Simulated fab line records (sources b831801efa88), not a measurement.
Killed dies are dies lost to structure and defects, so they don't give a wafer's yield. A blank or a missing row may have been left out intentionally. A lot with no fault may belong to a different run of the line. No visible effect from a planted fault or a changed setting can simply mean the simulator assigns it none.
Struck lot and sound lot, side by side -- flow sky130 -- 44 steps out of a route of 708
Sound: wafers L417.3, L417.4, L417.5. The struck wafers were L412.1, L412.3, L412.5. Last of all comes the cause.
For every step that has rows: the tool of each side, followed by ch and its chambers, followed by its first start. Under that, the readings that differ: sound wafers -- struck wafers -- difference of the means -- sigmas: that difference in standard deviations of wafers without a fault.
alike: same words and numbers on both sides, and readings whose means sit less than 2 such deviations apart. not compared: any withheld reading, any reading some wafer has no value for, any bound like >300 that may hide the same value, and any number with overlapping values for which the record gives no deviation.
The two part at a step that has a row with sigmas, a row that says differs or no value, or rows on one side only. Non-overlapping numbers with no deviation appear without sigmas and do not part them. A reading missing from all wafers of one side parts the sides only when that side holds two or more wafers.

first, 2 steps without rows for these wafers: SKY_DNWELL_DEVELOP_06 (develop time 60 s); SKY_DNWELL_IMPLANT_07.
SKY_DNWELL_STRIP_08: strips in O2/N2.
  sound on plasmaAsher-03 ch 0,1, day 7 04:50; struck on plasmaAsher-02 ch 0,1, day 6 01:33
  alike: drypumpMotorCurrentA, oesProductAu, stripTimeToEndpointS
  not compared: rfHoursCounterH
SKY_DNWELL_TW_MEAS_09:
  sound on filmMetro-03, day 7 04:55; struck on filmMetro-02, day 6 01:39
  alike: DNWELL_TW
then, 7 steps without rows for these wafers: SKY_PWDE_DEHYDRATE_00 (time 60 s); SKY_PWDE_HMDS_01 (prime time 60 s); SKY_PWDE_COAT_02 (resist thk 3000 nm); SKY_PWDE_SOFTBAKE_03; SKY_PWDE_EXPOSE_04 (exposes mask PWDEM, target cd 840 nm); SKY_PWDE_PEB_05; SKY_PWDE_DEVELOP_06 (develop time 60 s).
SKY_PWDE_OVL_MEAS_07:
  sound on overlay-02, day 7 23:50; struck on overlay-02, day 6 20:24
  alike: PWDE_OVL
SKY_PWDE_IMPLANT_08:
  sound on implanter-01 ch 0, day 7 23:54; struck on implanter-03 ch 0, day 6 20:45
  alike: beamOnS
SKY_PWDE_STRIP_09: strips in O2/N2.
  sound on plasmaAsher-03 ch 0,1, day 8 00:02; struck on plasmaAsher-01 ch 1, day 6 20:54
reading,sound,struck,difference,sigmas
drypumpMotorCurrentA (A),5.2 5.3 5.2,6.7 6.7 6.7,+1.5,+3
  alike: oesProductAu, stripTimeToEndpointS
  not compared: rfHoursCounterH
SKY_PWDE_TW_MEAS_10:
  sound on filmMetro-01, day 8 00:07; struck on filmMetro-03, day 6 21:13
reading,sound,struck,difference,sigmas
PWDE_TW,383 384 383,466 467 466,+83,+18
then, 7 steps without rows for these wafers: SKY_NWELL_DEHYDRATE_03 (time 60 s); SKY_NWELL_HMDS_04 (prime time 60 s); SKY_NWELL_COAT_05 (resist thk 3000 nm); SKY_NWELL_SOFTBAKE_06; SKY_NWELL_EXPOSE_07 (exposes mask NWM, target cd 840 nm); SKY_NWELL_PEB_08; SKY_NWELL_DEVELOP_09 (develop time 60 s).
SKY_NWELL_OVL_MEAS_10:
  sound on overlay-02, day 8 20:56; struck on overlay-02, day 7 16:09
  alike: NWELL_00_OVL
then, 3 steps without rows for these wafers: SKY_NWELL_IMPLANT_11; SKY_NWELL_IMPLANT_12; SKY_NWELL_IMPLANT_13.
SKY_NWELL_STRIP_14: strips in O2/N2.
  sound on plasmaAsher-02 ch 0,1, day 8 21:26; struck on plasmaAsher-04 ch 1, day 7 16:39
  alike: drypumpMotorCurrentA, oesProductAu, stripTimeToEndpointS
  not compared: rfHoursCounterH
SKY_NWELL_TW_MEAS_15:
  sound on filmMetro-01, day 8 21:31; struck on filmMetro-03, day 7 16:45
reading,sound,struck,difference,sigmas
NWELL_TW,1873 1880 1874,1831 1837 1829,-43,-2
then, 7 steps without rows for these wafers: SKY_NWELL_DEHYDRATE_16 (time 60 s); SKY_NWELL_HMDS_17 (prime time 60 s); SKY_NWELL_COAT_18 (resist thk 3000 nm); SKY_NWELL_SOFTBAKE_19; SKY_NWELL_EXPOSE_20 (exposes mask NWM COMPLEMENT, target cd 840 nm); SKY_NWELL_PEB_21; SKY_NWELL_DEVELOP_22 (develop time 60 s).
SKY_NWELL_OVL_MEAS_23:
  sound on overlay-02, day 9 18:13; struck on overlay-01, day 8 12:28
  alike: NWELL_01_OVL
then, 1 step without rows for these wafers: SKY_NWELL_IMPLANT_24.
SKY_NWELL_STRIP_25: strips in O2/N2.
  sound on plasmaAsher-04 ch 0,1, day 9 18:25; struck on plasmaAsher-03 ch 0,1, day 8 12:39
  alike: drypumpMotorCurrentA, oesProductAu, stripTimeToEndpointS
  not compared: rfHoursCounterH
SKY_NWELL_TW_MEAS_26:
  sound on filmMetro-01, day 9 18:30; struck on filmMetro-03, day 8 12:45
reading,sound,struck,difference,sigmas
NWELL_2_TW,511 510 511,498 500 499,-12,-2
then, 1 step without rows for these wafers: SKY_NWELL_CLEAN_27 (cleans in SC1/SC2, time 150 s).
SKY_NWELL_RTA_28: time 30 s.
  sound on rtpAnneal-02 ch 0, day 9 18:37; struck on rtpAnneal-02 ch 0, day 8 12:52
  alike: lampPowerPct, wafer_temp_C_max
SKY_NWELL_RS_MEAS_29: measurement is done with a four-point probe.
  sound on filmMetro-02, day 9 18:44; struck on filmMetro-03, day 8 12:58
  alike: NWELL_RS
SKY_NWELL_RS_MEAS_31: measurement is done with a four-point probe.
  sound on filmMetro-02, day 9 18:58; struck on filmMetro-03, day 8 13:30
reading,sound,struck,difference,sigmas
PWDE_RS (ohm/sq),5283 5294 5290,3109 3115 3110,-2178,-99 or more
SKY_PAD_OPEN_PROBE_99:
  sound wafers here have rows in the record (prober-02, day 49 23:22); struck ones have none

== WHERE THEY PART ==
Earliest at SKY_PWDE_STRIP_09; latest, in this record, at SKY_PAD_OPEN_PROBE_99.

WHY: the cause the simulator had injected
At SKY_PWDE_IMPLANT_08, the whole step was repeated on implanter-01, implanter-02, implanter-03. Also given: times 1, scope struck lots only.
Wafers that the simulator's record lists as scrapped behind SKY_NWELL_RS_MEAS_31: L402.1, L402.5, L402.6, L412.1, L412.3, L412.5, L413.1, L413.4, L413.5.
